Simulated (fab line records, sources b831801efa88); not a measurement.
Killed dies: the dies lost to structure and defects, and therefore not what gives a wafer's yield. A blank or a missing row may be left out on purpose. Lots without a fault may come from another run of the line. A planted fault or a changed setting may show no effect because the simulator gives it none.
Struck lot and sound lot, side by side -- flow sky130 -- 16 out of 708 route steps
Sound: wafers L883.4, L883.5, L883.6. Wafers L874.4, L874.5, L874.6 were the ones struck. The cause is given at the end.
For every step that has rows: the tool of each side, followed by ch and its chambers, followed by its first start. Under that, the readings that differ: sound wafers -- struck wafers -- difference of the means -- sigmas: that difference in standard deviations of wafers without a fault.
alike: same words and numbers on both sides, and readings whose means sit less than 2 such deviations apart. not compared: any withheld reading, any reading some wafer has no value for, any bound like >300 that may hide the same value, and any number with overlapping values for which the record gives no deviation.
A row with sigmas, a row that says differs or no value, or rows on one side alone: a step with any of these is where the two part. When numbers do not overlap yet have no deviation, they are printed without sigmas and do not part them. A reading missing from all wafers of one side parts the sides only when that side holds two or more wafers.

SKY_LOCAL_INTERCONNECT_THK_MEAS_02: measures by xrf.
  sound: filmMetro-04 at day 35 13:58; struck: filmMetro-04 at day 33 01:55
  alike: LOCAL_INTERCONNECT_TIN_THK
then, 8 steps without rows for these wafers: SKY_LOCAL_INTERCONNECT_DEHYDRATE_03 (time 60 s); SKY_LOCAL_INTERCONNECT_HMDS_04 (prime time 60 s); SKY_LOCAL_INTERCONNECT_COAT_05 (resist thk 60 nm); SKY_LOCAL_INTERCONNECT_COAT_06 (resist thk 450 nm); SKY_LOCAL_INTERCONNECT_SOFTBAKE_07 (time 90 s); SKY_LOCAL_INTERCONNECT_EXPOSE_08 (exposes mask LI1M, target cd 170 nm); SKY_LOCAL_INTERCONNECT_PEB_09; SKY_LOCAL_INTERCONNECT_DEVELOP_10 (develop time 60 s).
SKY_LOCAL_INTERCONNECT_CD_MEAS_11: the cd target is 170 nm.
  sound: cdSem-02 at day 36 17:53; struck: cdSem-02 at day 34 04:20
  alike: cdNm
SKY_LOCAL_INTERCONNECT_OVL_MEAS_12:
  sound: overlay-01 at day 36 17:58; struck: overlay-02 at day 34 04:25
  alike: LOCAL_INTERCONNECT_OVL
SKY_LOCAL_INTERCONNECT_ETCH_13: etches BARC in N2/H2, stops on SiO2, time 45.9 s, target depth 60 nm.
  sound on rieMetal-02 ch 0,1, day 36 18:00; struck on rieMetal-02 ch 0,1, day 34 04:27
  alike: biasW, chamberPressureMTorr, drypumpMotorCurrentA, oesProductAu, throttleValvePct
  not compared: rfHoursCounterH
SKY_LOCAL_INTERCONNECT_METAL_ETCH_14: etches TiN in Cl2/BCl3, stops on PSG, target depth 110 nm, time 31.4 s.
  sound on rieMetal-02 ch 0,1, day 36 18:04; struck on rieMetal-02 ch 0,1, day 34 04:31
  no value came back on the struck wafers for any of 5 readings (bcl3FlowSccm (sccm), biasW (W) and others); on the sound wafers bcl3FlowSccm (sccm) reads 29.99 29.90 29.88
reading,sound,struck,difference,sigmas
model.KrF-thick_of_LOCAL_INTERCONNECT_COAT_06.thkNm (nm),352.9 353 349.6,391.6 395 394.1,+41.7,
  not compared: rfHoursCounterH
SKY_LOCAL_INTERCONNECT_STRIP_15: strips in O2/N2.
  sound on plasmaAsher-01 ch 0,1, day 36 18:07; struck on plasmaAsher-03 ch 0,1, day 34 04:35
reading,sound,struck,difference,sigmas
stripTimeToEndpointS (s),4.779 4.758 4.739,5.193 5.219 5.212,+0.449,+17
  alike: drypumpMotorCurrentA, oesProductAu
  not compared: rfHoursCounterH
then, 1 step without rows for these wafers: SKY_LOCAL_INTERCONNECT_STRIP_16 (strips in post etch residue remover, time 1200 s).
-- a jump in the record: the struck wafers' starts before and after are 15 days apart (it breaks off in module LOCAL_INTERCONNECT and resumes in module PAD_OPEN, where the first step shown is number 708 of the route) --
SKY_PAD_OPEN_PROBE_99:
  record: rows for the struck wafers here (prober-02, day 48 20:24), none for the sound ones

== WHERE THEY PART ==
First at SKY_LOCAL_INTERCONNECT_METAL_ETCH_14; last, within this record, at SKY_PAD_OPEN_PROBE_99.

WHY: what the simulator had put in
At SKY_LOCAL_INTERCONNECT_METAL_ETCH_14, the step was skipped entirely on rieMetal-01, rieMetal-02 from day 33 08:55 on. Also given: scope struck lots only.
